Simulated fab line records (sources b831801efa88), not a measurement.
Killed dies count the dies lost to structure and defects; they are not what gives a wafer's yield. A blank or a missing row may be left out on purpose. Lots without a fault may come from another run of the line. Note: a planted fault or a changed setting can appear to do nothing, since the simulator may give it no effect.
Which tool did it? | flow sky130 | Sampling: 11 lots, 33 wafers, 2 of 708 route steps

## WHAT THE GAUGES SHOWED, per wafer
SKY_SPACER_THK_MEAS_01.
lot  | measured     | on            | SPACER_CVD_00_THK (nm)
L594 | day 23 01:07 | film-metro-04 | 43.7 43.5 44.1
L599 | day 25 09:37 | film-metro-04 | 35.4 35.4 35.5
L600 | day 25 16:16 | film-metro-03 | 35.5 35.4 35.0
L601 | day 26 01:13 | film-metro-02 | 35.2 34.9 35.0
L608 | day 28 20:09 | film-metro-02 | 44.2 44.4 43.8
L609 | day 29 00:04 | film-metro-03 | 43.0 43.2 43.0
L611 | day 29 09:37 | film-metro-04 | 43.1 43.2 42.6
L614 | day 30 04:31 | film-metro-02 | 42.6 43.0 42.8
L613 | day 30 06:46 | film-metro-02 | 43.4 43.1 42.9
L615 | day 30 10:23 | film-metro-02 | 42.6 42.8 42.9
L616 | day 31 09:44 | film-metro-03 | 42.4 42.7 42.3

## EACH LOT AND THE TOOL THAT RAN IT (in order: tool; ch and the chambers of the sampled wafers; start)
lot  | SKY_SPACER_CVD_00
L594 | lpcvd-02 ch 0, day 22 23:55
L599 | lpcvd-02 ch 0, day 25 08:23
L600 | lpcvd-02 ch 1, day 25 15:04
L601 | lpcvd-02 ch 1, day 26 00:01
L608 | lpcvd-02 ch 0, day 28 18:57
L609 | lpcvd-02 ch 1, day 28 22:50
L611 | lpcvd-02 ch 1, day 29 07:47
L614 | lpcvd-02 ch 1, day 30 03:19
L613 | lpcvd-02 ch 1, day 30 05:34
L615 | lpcvd-02 ch 0, day 30 09:11
L616 | lpcvd-02 ch 0, day 31 08:31
- SKY_SPACER_CVD_00: deposits Si3N4 from DCS/NH3, target thk 43.1 nm, time 740 s.

## THE ANSWER, worked out from the rows above alone
Rule: usual is defined by the lots themselves. The widest of any qualifying gaps counts: lots, ordered by their means at a reading, are off when they make up no more than a third of the lots, leave a main group of 4 or more, and stand apart from it by 3 or more times the standard deviation of that group's means. Not used: any main group whose means are identical at the precision the tables above print for the reading. Also off: a lot with no number at a reading for which 4 or more lots have one. All remaining lots with rows at the step are treated as sound.
Off: at SKY_SPACER_THK_MEAS_01 (SPACER_CVD_00_THK), L599, L600, L601. The main group has a mean of 43.1 nm with a standard deviation of 0.52.
A tool fits if, at a process step before that reading, it ran every lot that is off, and no sound lot after the first of them. The gauges at SKY_SPACER_THK_MEAS_01 are tried like those tools. No candidate that was tried fits.

## WHAT THE SIMULATOR HAD PUT IN
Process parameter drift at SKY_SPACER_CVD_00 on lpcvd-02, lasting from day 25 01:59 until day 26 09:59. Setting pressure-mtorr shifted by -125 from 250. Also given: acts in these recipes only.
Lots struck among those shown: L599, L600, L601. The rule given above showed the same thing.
